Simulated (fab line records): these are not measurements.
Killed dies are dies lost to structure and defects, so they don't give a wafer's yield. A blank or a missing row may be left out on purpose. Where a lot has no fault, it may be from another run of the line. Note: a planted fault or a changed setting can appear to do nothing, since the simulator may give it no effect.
What tool caused it? + flow gf180mcu + 6 lots with 18 wafers sampled at 4 steps, on a route of 602 steps

## WHAT EACH GAUGE READ, for each wafer
GF_PASSIVATION_BOW_MEAS_14.
| lot  | measured     | on           | PASSIVATION_BOW (um) |
|------|--------------|--------------|----------------------|
| L775 | day 29 03:20 | filmMetro-04 | 139 143 141          |
| L778 | day 30 06:21 | filmMetro-04 | 142 134 142          |
| L782 | day 31 17:36 | filmMetro-03 | 125 125 121          |
| L785 | day 32 22:20 | filmMetro-03 | 122 115 132          |
| L792 | day 33 23:25 | filmMetro-04 | 132 123 125          |
| L795 | day 34 15:32 | filmMetro-04 | 148 135 142          |

## WHAT TOOL EACH LOT RAN ON (gives the tool, then ch and the chambers of the sampled wafers, and finally the start)
| lot  | GF_MIM_SPUTTER_09           | GF_V5_CVD_23                 | GF_TOP_METAL_METAL_ETCH_16       |
|------|-----------------------------|------------------------------|----------------------------------|
| L775 | pvdSputter-02, day 24 11:58 | cvdW-02 ch 0,1, day 27 06:55 | rieMetal-01 ch 0,1, day 28 03:15 |
| L778 | pvdSputter-04, day 25 20:42 | cvdW-01 ch 0,1, day 28 12:51 | rieMetal-04 ch 0,1, day 29 08:43 |
| L782 | pvdSputter-02, day 27 13:46 | cvdW-02 ch 0,1, day 30 01:54 | rieMetal-04 ch 0,1, day 30 20:55 |
| L785 | pvdSputter-04, day 28 21:55 | cvdW-02 ch 0,1, day 31 08:28 | rieMetal-01 ch 1, day 32 02:30   |
| L792 | pvdSputter-03, day 30 03:52 | cvdW-02 ch 0,1, day 32 11:09 | rieMetal-03 ch 0,1, day 33 04:38 |
| L795 | pvdSputter-02, day 30 23:55 | cvdW-02 ch 0,1, day 33 05:38 | rieMetal-04 ch 0,1, day 33 21:46 |
- GF_MIM_SPUTTER_09: material TiN, target thk 35 nm, time 29.2 s.
- GF_V5_CVD_23: deposits W, target thk 350 nm, time 104.9 s.
- GF_TOP_METAL_METAL_ETCH_16: etches the open film in Cl2/BCl3, stops on SiO2, target depth 1197 nm, time 199.5 s.

## THE ANSWER, worked out from the rows above alone
Rule: the lots themselves supply what counts as usual. The widest of any qualifying gaps counts: lots, ordered by their means at a reading, are off when they make up no more than a third of the lots, leave a main group of 4 or more, and stand apart from it by 3 or more times the standard deviation of that group's means. A main group is skipped when, at the precision printed for the reading in the tables above, its means are all equal. A lot without any number at a reading at which 4 lots or more have one is off too. Where the step has rows for the other lots, those lots are counted as sound.
None of the lots is off at any reading shown; this tells nothing.

## WHAT WAS PUT IN BY THE SIMULATOR
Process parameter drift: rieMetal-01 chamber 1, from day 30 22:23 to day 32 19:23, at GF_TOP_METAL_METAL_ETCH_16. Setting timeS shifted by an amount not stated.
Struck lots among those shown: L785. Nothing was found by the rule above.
